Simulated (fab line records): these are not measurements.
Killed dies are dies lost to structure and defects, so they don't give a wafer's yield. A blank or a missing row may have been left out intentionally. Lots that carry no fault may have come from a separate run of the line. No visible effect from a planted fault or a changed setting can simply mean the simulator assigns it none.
fab line records	flow sky130
record lots=6	wafers=18	last_day=49
route steps=708 shown SONOS_ONO@171 GATE_OXIDE@187 POLY_GATE@204 RES_PROTECT@206 PAD_OPEN@708
lots that met no fault: taken from a fault-free run of the same line
start_h: hours from the record's opening day to when the first of the lot's shown wafers began	wait_h: hours from the lot's prior step to this one	" unchanged from the row above	L1.1+2: a single row standing in for several wafers	- no value present, or no start provided	* or withheld: withheld	< > ~ a bound
route shown NAME@n: names a module that has steps shown in the file, with the first one's number in the route	usual: the fault-free wafers' mean and standard deviation	same: alike in all rows	chamber/n: place in a boat	sites: per-site readings	_std_site: the standard deviation of these	_edge_site: mean of outer sites minus mean of inner sites	radius_mm: for every site, how far away it sits from the centre of the wafer	mask NAME#n: copy n	behind: the most recent tool/chamber to have shaped the wafer	hold: cause of the lot's hold/its duration in hours/its outcome	device: transistor that didn't switch, given as n, p or np	end of line: the same wafers' tests at the end of the route	a step given without rows: its recipe and nothing more	killed: count of dies lost to structure and defects at first sort (not the wafer's yield)	map: per-die view of a wafer (x killed, . not killed, _ where there is no die)
set.NAME: setting as actually run; set.NAME@STEP: the setting as run at that earlier step	model.NAME: the simulator's own value behind a step, which no gauge read
a table for each step, a row for each wafer; lots at some steps of the route
services: from which hour (start_h, from the record's first day; less than 0 if before it) a tool's chamber was out of use, for how many hours, and why
## steps
# step SKY_SONOS_ONO_THK_MEAS_03
# recipe reads=Si3N4_of_SONOS_ONO_CVD_02
# usual SONOS_ONO_CVD_02_THK=10.52/0.13
lot.wafer	tool	chamber	start_h	wait_h	SONOS_ONO_CVD_02_THK[nm]
L579.1	film_metro-01	-	256.17	0.0	10.18
L579.2	"	-	"	"	10.26
L579.4	"	-	"	"	10.20
L582.1	film_metro-02	-	289.00	0.0	10.64
L582.2	"	-	"	"	10.58
L582.4	"	-	"	"	10.57
L586.2	film_metro-01	-	316.36	0.0	10.55
L586.4	"	-	"	"	10.46
L586.6	"	-	"	"	10.46
L587.1	film_metro-03	-	333.73	0.0	10.81
L587.5	"	-	"	"	10.58
L587.6	"	-	"	"	10.58
L592.1	film_metro-01	-	392.71	0.0	10.67
L592.2	"	-	"	"	10.64
L592.4	"	-	"	"	10.69
L594.2	film_metro-01	-	393.77	0.0	10.46
L594.3	"	-	"	"	10.42
L594.6	"	-	"	"	10.48
# step SKY_SONOS_ONO_CVD_04
# recipe material=SiO2	precursor=SiH4/N2O	target_thk_nm=5.7199	temp_c=900	pressure_mtorr=400
# step SKY_SONOS_ONO_THK_MEAS_05
# recipe reads=SiO2_of_SONOS_ONO_CVD_04
# usual SONOS_ONO_CVD_04_THK=5.70/0.1
lot.wafer	tool	chamber	start_h	wait_h	SONOS_ONO_CVD_04_THK[nm]
L579.1	film_metro-02	-	257.48	0.0	5.65
L579.2	"	-	"	"	5.65
L579.4	"	-	"	"	5.73
L582.1	film_metro-01	-	290.31	0.0	5.70
L582.2	"	-	"	"	5.72
L582.4	"	-	"	"	5.59
L586.2	film_metro-03	-	317.67	0.0	5.61
L586.4	"	-	"	"	5.71
L586.6	"	-	"	"	5.70
L587.1	film_metro-03	-	335.04	0.0	5.73
L587.5	"	-	"	"	5.81
L587.6	"	-	"	"	5.77
L592.1	film_metro-01	-	394.65	0.0	5.91
L592.2	"	-	"	"	5.78
L592.4	"	-	"	"	5.84
L594.2	film_metro-02	-	396.53	0.0	5.66
L594.3	"	-	"	"	5.50
L594.6	"	-	"	"	5.69
# step SKY_SONOS_ONO_DEHYDRATE_06
# recipe temp_c=200	time_s=60
# step SKY_SONOS_ONO_HMDS_07
# recipe prime_time_s=60	prime_temp_c=120
# step SKY_SONOS_ONO_COAT_08
# recipe resist=NOVOLAK	spin_rpm=3000	resist_thk_nm=1140
# step SKY_SONOS_ONO_SOFTBAKE_09
# recipe temp_c=90	time_s=60	resist=NOVOLAK
# step SKY_SONOS_ONO_EXPOSE_10
# recipe mask_id=ONOM	target_cd_nm=410	na=0.6	source_shape=conventional	sigma_outer=0.6	dose_mj=150
# step SKY_SONOS_ONO_PEB_11
# recipe temp_c=withheld	time_s=*	resist=NOVOLAK
# step SKY_SONOS_ONO_DEVELOP_12
# recipe develop_time_s=60	dev_temp_c=23
# step SKY_SONOS_ONO_CD_MEAS_13
# recipe target_cd_nm=410
# usual cd_nm=410.0/2.4
lot.wafer	tool	chamber	start_h	wait_h	cd_nm
L579.1	cd_sem-01	-	280.79	0.1	409.7
L579.2	"	-	"	"	406.3
L579.4	"	-	"	"	409.9
L582.1	cd_sem-01	-	314.99	0.1	406.3
L582.2	"	-	"	"	407.3
L582.4	"	-	"	"	406.0
L586.2	cd_sem-01	-	343.51	0.1	412.6
L586.4	"	-	"	"	412.2
L586.6	"	-	"	"	412.2
L587.1	cd_sem-01	-	362.49	0.1	412.9
L587.5	"	-	"	"	411.1
L587.6	"	-	"	"	411.9
L592.1	cd_sem-01	-	423.69	0.1	413.6
L592.2	"	-	"	"	411.6
L592.4	"	-	"	"	412.0
L594.2	cd_sem-02	-	426.16	0.1	406.7
L594.3	"	-	"	"	406.8
L594.6	"	-	"	"	410.1
# step SKY_SONOS_ONO_OVL_MEAS_14
# usual SONOS_ONO_OVL=-0.3/1.2
lot.wafer	tool	chamber	start_h	wait_h	SONOS_ONO_OVL[nm]
L579.1	overlay-01	-	280.91	0.1	0.0
L579.2	"	-	"	"	-1.1
L579.4	"	-	"	"	0.4
L582.1	overlay-02	-	315.11	0.1	1.1
L582.2	"	-	"	"	-0.7
L582.4	"	-	"	"	1.3
L586.2	overlay-01	-	343.62	0.1	-1.4
L586.4	"	-	"	"	-1.6
L586.6	"	-	"	"	-0.6
L587.1	overlay-02	-	362.61	0.1	-2.1
L587.5	"	-	"	"	-1.7
L587.6	"	-	"	"	-1.3
L592.1	overlay-02	-	423.81	0.1	-0.9
L592.2	"	-	"	"	-0.7
L592.4	"	-	"	"	0.1
L594.2	overlay-02	-	426.27	0.1	-0.2
L594.3	"	-	"	"	-1.3
L594.6	"	-	"	"	-0.7
# step SKY_SONOS_ONO_ETCH_15
# recipe target_depth_nm=19.52	chemistry=CHF3/O2	source_w=600	bias_w=200	pressure_mtorr=40	chf3_flow_sccm=50	O2_flow_sccm=5	time_s=7.8
# usual drypump_motor_current_A=5.8/0.41	oes_product_au=0.999/0.01	throttle_valve_pct=8.824/0.0094
lot.wafer	tool	chamber	start_h	wait_h	drypump_motor_current_A	oes_product_au	rf_hours_counter_h	throttle_valve_pct
L579.1	rie_diel-03	1	280.95	0.0	5.4	0.988	10	8.817
L579.2	"	3	"	"	5.8	1.013	1	8.809
L579.4	"	0	"	"	5.1	0.993	2	8.816
L582.1	rie_diel-04	1	315.15	0.0	5.4	1.001	106	8.827
L582.2	"	0	"	"	5.4	0.994	5	8.828
L582.4	"	2	"	"	5.4	0.998	-	8.807
L586.2	rie_diel-02	1	343.65	0.0	6.1	0.985	109	8.822
L586.4	"	3	"	"	6.3	0.997	99	8.827
L586.6	"	2	"	"	5.9	0.983	-	8.833
L587.1	rie_diel-03	1	362.65	0.0	5.4	0.992	12	8.834
L587.5	"	1	"	"	5.4	0.990	-	8.801
L587.6	"	2	"	"	5.6	0.997	-	8.843
L592.1	rie_diel-03	3	423.85	0.0	5.9	1.015	4	8.837
L592.2	"	0	"	"	5.1	0.999	5	8.808
L592.4	"	1	"	"	5.4	1.011	13	8.834
L594.2	rie_diel-03	3	426.30	0.0	5.8	1.000	4	8.844
L594.3	"	1	"	"	5.4	1.001	13	8.837
L594.6	"	3	"	"	5.9	0.998	-	8.827
# step SKY_SONOS_ONO_WET_ETCH_16
# recipe chemistry=dHF	target_depth_nm=14	dry=n2_spin	target=SiO2	dilution=100:1	temp_c=25	time_s=280
# step SKY_SONOS_ONO_STRIP_17
# recipe chemistry=O2/N2	power_w=1400	pressure_mtorr=1500	platen_temp_c=withheld	o2_flow_sccm=3000	n2_flow_sccm=300	overash_fraction=0.5
# usual drypump_motor_current_A=5.6/0.38	n2_flow_sccm=299.9/0.91	oes_product_au=0.710/0.0046	strip_time_to_endpoint_s=14.10/0.042
lot.wafer	tool	chamber	start_h	wait_h	drypump_motor_current_A	n2_flow_sccm	oes_product_au	rf_hours_counter_h	strip_time_to_endpoint_s
L579.1	plasma_asher-02	1	281.15	0.0	5.9	300.2	0.714	16	14.06
L579.2	"	0	"	"	5.3	299.2	0.705	16	14.08
L579.4	"	1	"	"	5.9	300.1	0.704	-	14.08
L582.1	plasma_asher-02	1	315.25	0.0	5.9	300.1	0.713	20	14.05
L582.2	"	0	"	"	5.3	299.8	0.707	20	14.06
L582.4	"	1	"	"	5.9	300.1	0.712	-	14.03
L586.2	plasma_asher-03	0	343.75	0.0	6.2	297.9	0.710	69	14.08
L586.4	"	1	"	"	5.7	298.7	0.714	-	14.10
L586.6	"	0	"	"	6.2	299.7	0.712	-	14.10
L587.1	plasma_asher-01	0	362.75	0.0	5.8	300.8	0.717	56	14.08
L587.5	"	0	"	"	5.8	300.1	0.707	-	14.13
L587.6	"	1	"	"	5.1	300.7	0.714	-	14.05
L592.1	plasma_asher-01	0	423.95	0.0	5.9	299.9	0.710	63	14.19
L592.2	"	1	"	"	5.1	300.2	0.712	63	14.14
L592.4	"	0	"	"	5.9	299.7	0.705	-	14.16
L594.2	plasma_asher-03	1	426.40	0.0	5.7	298.7	0.703	77	14.10
L594.3	"	0	"	"	6.1	300.9	0.710	-	14.13
L594.6	"	0	"	"	6.2	301.6	0.709	-	14.17
# step SKY_SONOS_ONO_WET_ETCH_18
# recipe chemistry=H3PO4	target_depth_nm=15	target=Si3N4	temp_c=160	time_s=172
# step SKY_GATE_OXIDE_CLEAN_00
# recipe chemistry=SC1/SC2	mix=1:4:20	temp_c=70	time_s=150	dry=n2_spin
# step SKY_GATE_OXIDE_OXIDATION_01
# recipe temp_c=900	ambient=O2	stabilise_s=600	purge_s=300	target_thk_a=102.68	ox_time_s=1473
# step SKY_GATE_OXIDE_THK_MEAS_02
# recipe reads=SiO2_of_GATE_OXIDE_OXIDATION_01
# usual GATE_OXIDE_OXIDATION_00_THK=10.26/0.2
lot.wafer	tool	chamber	start_h	wait_h	GATE_OXIDE_OXIDATION_00_THK[nm]
L579.1	film_metro-03	-	284.83	0.0	10.41
L579.2	"	-	"	"	10.40
L579.4	"	-	"	"	10.35
L582.1	film_metro-03	-	317.08	0.0	10.61
L582.2	"	-	"	"	10.53
L582.4	"	-	"	"	10.42
L586.2	film_metro-04	-	345.85	0.0	10.03
L586.4	"	-	"	"	10.01
L586.6	"	-	"	"	9.87
L587.1	film_metro-02	-	364.37	0.0	10.20
L587.5	"	-	"	"	10.15
L587.6	"	-	"	"	10.05
L592.1	film_metro-03	-	426.14	0.0	10.11
L592.2	"	-	"	"	10.25
L592.4	"	-	"	"	10.22
L594.2	film_metro-03	-	428.37	0.0	10.50
L594.3	"	-	"	"	10.69
L594.6	"	-	"	"	10.65
# step SKY_GATE_OXIDE_DEHYDRATE_03
# recipe temp_c=200	time_s=60
# step SKY_GATE_OXIDE_HMDS_04
# recipe prime_time_s=60	prime_temp_c=120
# step SKY_GATE_OXIDE_COAT_05
# recipe resist=NOVOLAK	spin_rpm=3000	resist_thk_nm=1140
# step SKY_GATE_OXIDE_SOFTBAKE_06
# recipe temp_c=90.6	time_s=60	resist=NOVOLAK
# step SKY_GATE_OXIDE_EXPOSE_07
# recipe mask_id=LVOM	na=0.6	source_shape=conventional	sigma_outer=0.6	polarization=unpolarized	target_cd_nm=600	dose_mj=170
# step SKY_GATE_OXIDE_PEB_08
# recipe temp_c=withheld	time_s=*	resist=NOVOLAK
# step SKY_GATE_OXIDE_DEVELOP_09
# recipe resist=NOVOLAK	developer=TMAH	develop_time_s=60	dev_temp_c=23
# step SKY_GATE_OXIDE_OVL_MEAS_10
# usual GATE_OXIDE_OVL=-0.5/1.3
lot.wafer	tool	chamber	start_h	wait_h	GATE_OXIDE_OVL[nm]
L579.1	overlay-01	-	309.53	0.1	-2.6
L579.2	"	-	"	"	-0.6
L579.4	"	-	"	"	-0.3
L582.1	overlay-01	-	343.19	0.1	-0.2
L582.2	"	-	"	"	0.1
L582.4	"	-	"	"	1.8
L586.2	overlay-02	-	372.69	0.1	1.0
L586.4	"	-	"	"	0.8
L586.6	"	-	"	"	2.1
L587.1	overlay-01	-	391.32	0.1	-3.7
L587.5	"	-	"	"	-1.9
L587.6	"	-	"	"	-1.3
L592.1	overlay-02	-	456.79	0.1	-0.6
L592.2	"	-	"	"	-0.5
L592.4	"	-	"	"	0.0
L594.2	overlay-01	-	459.24	0.1	-3.6
L594.3	"	-	"	"	-3.6
L594.6	"	-	"	"	-3.6
# step SKY_GATE_OXIDE_IMPLANT_11
# recipe species=B	energy_kev=10	dose_cm2=2.55e+12	tilt_deg=withheld
# step SKY_GATE_OXIDE_WET_ETCH_12
# recipe chemistry=dHF	target_depth_nm=16.8	dry=n2_spin	target=SiO2	dilution=100:1	temp_c=25	time_s=336
# step SKY_GATE_OXIDE_STRIP_13
# recipe chemistry=O2/N2	power_w=1400	pressure_mtorr=1500	platen_temp_c=withheld	o2_flow_sccm=3000	n2_flow_sccm=300	overash_fraction=0.5
# usual drypump_motor_current_A=5.5/0.4	n2_flow_sccm=300.1/0.9	oes_product_au=0.716/0.0045	strip_time_to_endpoint_s=14.16/0.049
lot.wafer	tool	chamber	start_h	wait_h	drypump_motor_current_A	n2_flow_sccm	oes_product_au	rf_hours_counter_h	strip_time_to_endpoint_s
L579.1	plasma_asher-04	0	309.92	0.0	5.9	300.6	0.717	56	14.13
L579.2	"	1	"	"	5.0	299.7	0.724	56	14.10
L579.4	"	1	"	"	5.0	300.2	0.722	-	14.11
L582.1	plasma_asher-01	0	343.60	0.0	5.9	300.5	0.711	55	14.16
L582.2	"	1	"	"	5.1	300.2	0.711	55	14.18
L582.4	"	0	"	"	5.9	299.0	0.720	-	14.15
L586.2	plasma_asher-01	1	372.98	0.0	5.1	299.8	0.710	58	14.13
L586.4	"	1	"	"	5.1	299.5	0.712	-	14.15
L586.6	"	0	"	"	5.9	299.0	0.718	-	14.11
L587.1	plasma_asher-01	1	391.63	0.0	5.1	300.7	0.720	59	14.15
L587.5	"	1	"	"	5.1	299.9	0.713	-	14.17
L587.6	"	0	"	"	5.8	299.3	0.715	-	14.13
L592.1	plasma_asher-02	0	457.08	0.0	5.3	299.0	0.711	34	14.12
L592.2	"	1	"	"	5.9	299.9	0.713	34	14.17
L592.4	"	1	"	"	5.9	298.8	0.718	-	14.15
L594.2	plasma_asher-01	0	459.52	0.0	5.9	301.1	0.721	66	14.18
L594.3	"	0	"	"	5.9	301.6	0.715	-	14.19
L594.6	"	1	"	"	5.1	300.3	0.715	-	14.21
# step SKY_GATE_OXIDE_TW_MEAS_14
# usual GATE_OXIDE_TW=223.4/2.9
lot.wafer	tool	chamber	start_h	wait_h	GATE_OXIDE_TW
L579.1	film_metro-04	-	310.08	0.1	219.8
L579.2	"	-	"	"	218.7
L579.4	"	-	"	"	219.3
L582.1	film_metro-04	-	343.70	0.1	220.2
L582.2	"	-	"	"	219.1
L582.4	"	-	"	"	220.5
L586.2	film_metro-04	-	373.09	0.1	219.9
L586.4	"	-	"	"	219.1
L586.6	"	-	"	"	218.4
L587.1	film_metro-03	-	391.73	0.1	226.2
L587.5	"	-	"	"	226.0
L587.6	"	-	"	"	226.1
L592.1	film_metro-03	-	457.18	0.1	226.2
L592.2	"	-	"	"	227.3
L592.4	"	-	"	"	227.0
L594.2	film_metro-02	-	459.63	0.1	223.9
L594.3	"	-	"	"	224.6
L594.6	"	-	"	"	224.7
# step SKY_GATE_OXIDE_CLEAN_15
# recipe chemistry=SC1/SC2	mix=1:4:20	temp_c=70	time_s=150	dry=n2_spin
# step SKY_GATE_OXIDE_OXIDATION_16
# recipe temp_c=800	ambient=O2	idle_temp_c=700	ramp_up_c_per_min=10	ramp_down_c_per_min=3	stabilise_s=600	purge_s=300	target_thk_a=35.7	ox_time_s=1915
# step SKY_POLY_GATE_CVD_00
# recipe material=poly-Si	target_thk_nm=180	temp_c=620	time_s=720	pressure_mtorr=200
# step SKY_POLY_GATE_THK_MEAS_01
# recipe reads=poly-Si_of_POLY_GATE_CVD_00
# usual POLY_GATE_CVD_00_THK=180.6/1.7
lot.wafer	tool	chamber	start_h	wait_h	POLY_GATE_CVD_00_THK[nm]
L579.1	film_metro-02	-	314.69	0.0	185.3
L579.2	"	-	"	"	183.0
L579.4	"	-	"	"	182.7
L582.1	film_metro-04	-	346.54	0.0	178.9
L582.2	"	-	"	"	179.5
L582.4	"	-	"	"	180.2
L586.2	film_metro-04	-	377.41	0.0	179.5
L586.4	"	-	"	"	180.1
L586.6	"	-	"	"	181.6
L587.1	film_metro-01	-	396.74	0.0	178.3
L587.5	"	-	"	"	178.8
L587.6	"	-	"	"	179.0
L592.1	film_metro-02	-	460.61	0.0	180.2
L592.2	"	-	"	"	180.3
L592.4	"	-	"	"	179.0
L594.2	film_metro-04	-	463.68	0.0	180.4
L594.3	"	-	"	"	180.1
L594.6	"	-	"	"	181.1
# step SKY_RES_PROTECT_DEHYDRATE_00
# recipe temp_c=200	time_s=60
# step SKY_RES_PROTECT_HMDS_01
# recipe prime_time_s=60	prime_temp_c=120
# step SKY_RES_PROTECT_COAT_02
# recipe resist=NOVOLAK	spin_rpm=3000	resist_thk_nm=1140
# step SKY_RES_PROTECT_SOFTBAKE_03
# recipe temp_c=90	time_s=60	resist=NOVOLAK
# step SKY_RES_PROTECT_EXPOSE_04
# recipe mask_id=RPM	na=0.6	source_shape=conventional	sigma_outer=0.6	polarization=unpolarized	target_cd_nm=1270	dose_mj=131
# step SKY_RES_PROTECT_PEB_05
# recipe temp_c=withheld	time_s=*	resist=NOVOLAK
# step SKY_RES_PROTECT_DEVELOP_06
# recipe resist=NOVOLAK	developer=TMAH	develop_time_s=60	dev_temp_c=23
# step SKY_PAD_OPEN_PROBE_99
# usual killed_at_M0_to_M3=44/7.6	killed_at_M4_up=3.2/1.7	killed_at_contacts=24/5.7	killed_at_front_end=16/3.9	killed_at_other=0.2/0.45	killed_dies=87/9.5	killed_open=47/6.9	killed_short=40/5.8
# same gross_dies=492	killed_at_back_side=0
lot.wafer	tool	chamber	start_h	wait_h	killed_at_M0_to_M3	killed_at_M4_up	killed_at_contacts	killed_at_front_end	killed_at_other	killed_dies	killed_open	killed_short
L582.1	prober-01	-	1099.06	0.1	54	5	23	17	0	99	64	35
L582.2	prober-01	-	1099.11	0.1	42	3	24	11	0	80	49	31
L582.4	prober-01	-	1099.21	0.2	43	5	25	16	0	89	46	43
L586.2	prober-01	-	1117.35	0.1	46	5	29	16	0	96	49	47
L586.4	prober-01	-	1117.45	0.2	55	2	14	14	0	85	45	40
L586.6	prober-01	-	1117.55	0.2	47	2	21	16	0	86	41	45
L592.1	prober-01	-	1174.16	0.1	41	0	22	61	0	124	42	39
L592.2	prober-01	-	1174.21	0.1	48	1	22	55	0	126	44	40
L592.4	prober-01	-	1174.31	0.2	38	2	21	38	0	99	37	36
L594.2	prober-01	-	1175.71	0.1	28	2	14	59	0	103	31	26
L594.3	prober-01	-	1175.76	0.2	57	2	13	35	0	107	42	39
L594.6	prober-01	-	1175.91	0.2	42	4	22	57	0	125	46	34
# killed by level:class
L582.1 VIA1:geometric_particle:open=13 VIA3:geometric_particle:open=12 LI_CONTACT:geometric_particle:open=9 CONTACT:geometric_particle:open=7 VIA2:geometric_particle:open=7 POLY_GATE:geometric_particle:open=6 METAL2:geometric_particle:short=5 FIELD_ISO:geometric_particle:short=4
L582.2 VIA1:geometric_particle:open=9 CONTACT:geometric_particle:open=8 VIA2:geometric_particle:open=8 LI_CONTACT:geometric_particle:open=6 VIA3:geometric_particle:open=6 LOCAL_INTERCONNECT:geometric_particle:short=5 METAL1:geometric_particle:short=4 FIELD_ISO:geometric_particle:open=3
L582.4 CONTACT:geometric_particle:open=11 METAL2:geometric_particle:short=8 METAL1:geometric_particle:short=8 VIA3:geometric_particle:open=7 VIA1:geometric_particle:open=6 FIELD_ISO:geometric_particle:open=5 LOCAL_INTERCONNECT:geometric_particle:short=5 CONTACT:geometric_particle:short=5
L586.2 CONTACT:geometric_particle:open=13 VIA3:geometric_particle:open=8 VIA3:geometric_particle:short=6 METAL1:geometric_particle:short=6 LI_CONTACT:geometric_particle:open=6 CONTACT:geometric_particle:short=6 VIA2:geometric_particle:open=6 POLY_GATE:geometric_particle:short=5
L586.4 VIA3:geometric_particle:open=11 METAL1:geometric_particle:short=9 VIA2:geometric_particle:open=8 VIA1:geometric_particle:open=8 METAL2:geometric_particle:short=6 CONTACT:geometric_particle:open=6 POLY_GATE:geometric_particle:short=5 METAL3:geometric_particle:short=5
L586.6 VIA1:geometric_particle:open=11 VIA1:geometric_particle:short=9 POLY_GATE:geometric_particle:short=9 CONTACT:geometric_particle:open=7 LI_CONTACT:geometric_particle:open=6 VIA2:geometric_particle:open=6 VIA3:geometric_particle:open=6 CONTACT:geometric_particle:short=5
L592.1 SONOS_ONO:unspecified=43 METAL1:geometric_particle:short=9 VIA1:geometric_particle:open=8 FIELD_ISO:geometric_particle:short=7 VIA3:geometric_particle:open=7 VIA2:geometric_particle:open=6 LI_CONTACT:geometric_particle:open=6 CONTACT:geometric_particle:open=6
L592.2 SONOS_ONO:unspecified=42 VIA1:geometric_particle:open=12 METAL2:geometric_particle:short=9 VIA2:geometric_particle:open=7 LI_CONTACT:geometric_particle:open=6 LI_CONTACT:geometric_particle:short=5 POLY_GATE:geometric_particle:open=5 CONTACT:geometric_particle:open=5
L592.4 SONOS_ONO:unspecified=26 CONTACT:geometric_particle:open=11 VIA1:geometric_particle:open=7 METAL2:geometric_particle:short=7 METAL1:geometric_particle:short=6 VIA3:geometric_particle:open=6 LI_CONTACT:geometric_particle:open=5 VIA1:geometric_particle:short=4
L594.2 SONOS_ONO:unspecified=46 VIA1:geometric_particle:open=8 VIA3:geometric_particle:open=6 FIELD_ISO:geometric_particle:short=4 CONTACT:geometric_particle:open=4 METAL1:geometric_particle:short=4 VIA1:geometric_particle:short=4 POLY_GATE:geometric_particle:open=3
L594.3 SONOS_ONO:unspecified=26 VIA1:geometric_particle:open=14 VIA3:geometric_particle:open=8 METAL1:geometric_particle:short=8 VIA2:geometric_particle:open=7 METAL2:geometric_particle:short=5 METAL3:geometric_particle:short=4 CONTACT:geometric_particle:open=4
L594.6 SONOS_ONO:unspecified=45 VIA1:geometric_particle:open=12 CONTACT:geometric_particle:open=11 VIA2:geometric_particle:short=5 LI_CONTACT:geometric_particle:open=5 VIA2:geometric_particle:open=5 FIELD_ISO:geometric_particle:open=4 VIA1:geometric_particle:short=4
# map L592.2 (x killed, . not)
__________...x..xxxx_________
________.....x.xxxxxxx_______
______.....x.....xxxxx.x_____
_____...........xxxxxxxx.____
____.x..xx....xxxxxxxxx.x.___
___..x.......x..xxxxxxx....__
__.........xx...xxx.xx.x...._
_.....................x...xx.
_.........x......x....x......
_x..x....x.....x.x.x.........
_......x...x.....x.x...x..x.x
_x.............x.............
_...x.....x...x......x.x.x...
_..x..x....x.x.x......x......
_x......xx.......xx..xx.x...x
__xx................x......._
___...x....x.xxx...........__
____.x.x.xx.x......x.x.x..___
_____x.......x.....x.....____
______...x.......x.....x_____
________.........x...x_______
__________....x..x.._________
# map L594.6 (x killed, . not)
__________xxx......x_________
________......x......x_______
______..x..x......x....._____
_____.....x........x.x...____
____.....x..x.xx..........___
___.x.....xx.xxxxx......xxx__
__....x...xxxxxxxxx....x...._
_.xx....x.xxxxxxx.x.x...x.xx.
_..x.....xxxxxxxxx..........x
_x........xxxxxx.x......x...x
_.x..x.x.....xxxx....x....xx.
_x..........x.....x...x.x...x
_.x........xx...x.x..x.x.x...
_.....x.x.......x............
_.x.....x...x..........x...xx
__x.................x...x..._
___..............xx.x....x.__
____.................x...x___
_____x...............x...____
______...x...x.........._____
________xx..........x._______
__________x.....x..._________
## services
tool	chamber	start_h	hours	kind
plasma_asher-01	-	261.76	4.7	repair
plasma_asher-04	-	271.82	4.3	repair
plasma_asher-01	-	273.06	1.7	repair
rie_diel-03	2	284.67	10.5	repair
rie_diel-03	1	305.83	15.6	repair
rie_diel-04	3	311.71	25.1	repair
plasma_asher-03	-	311.88	2.7	repair
plasma_asher-02	-	324.62	2.8	pm
plasma_asher-04	-	326.28	12.6	repair
plasma_asher-01	-	347.42	2.8	pm
rie_diel-02	-	350.56	2.8	pm
rie_diel-03	3	364.14	8.7	repair
rie_diel-02	3	374.66	3.9	repair
rie_diel-03	2	376.04	12.3	repair
rie_diel-04	3	379.26	5.6	repair
rie_diel-03	2	391.74	4.0	repair
rie_diel-02	1	395.00	-	clean
rie_diel-02	1	395.00	11.5	scheduled_down
plasma_asher-03	-	396.56	2.8	pm
rie_diel-03	-	399.23	0.7	repair
rie_diel-02	0	411.84	6.3	repair
rie_diel-02	2	420.07	9.1	repair
plasma_asher-04	-	421.26	9.0	pm
rie_diel-02	3	426.77	9.7	repair
## key
first_sign step=SKY_PAD_OPEN_PROBE_99	reading=killed_at_front_end	direction=up	sigmas=9	usual=16	struck=51
effect step=SKY_PAD_OPEN_PROBE_99	reading=killed_dies	direction=up	sigmas=2.9	usual=87	struck=114
met_at SKY_SONOS_ONO_ETCH_15
struck_wafers L592.1,L592.2,L592.4,L594.2,L594.3,L594.6
tester_left_out L592,L594
onset_between 362.65 423.85
also_fits time
fault kind=chamber_particle_source	tool=rie_diel-03	chamber=-	onset_h=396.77	steps=SKY_SONOS_ONO_ETCH_15	rate_per_visit_cm2=0.45698	end_h=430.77
# tester_left_out: of these lots the tester's yield and bins aren't shown, on N5 and GAA mostly nor the transistor test; their killed dies are dies lost to structure and defects alone, not to doping, threshold or leakage, so they don't give the yield
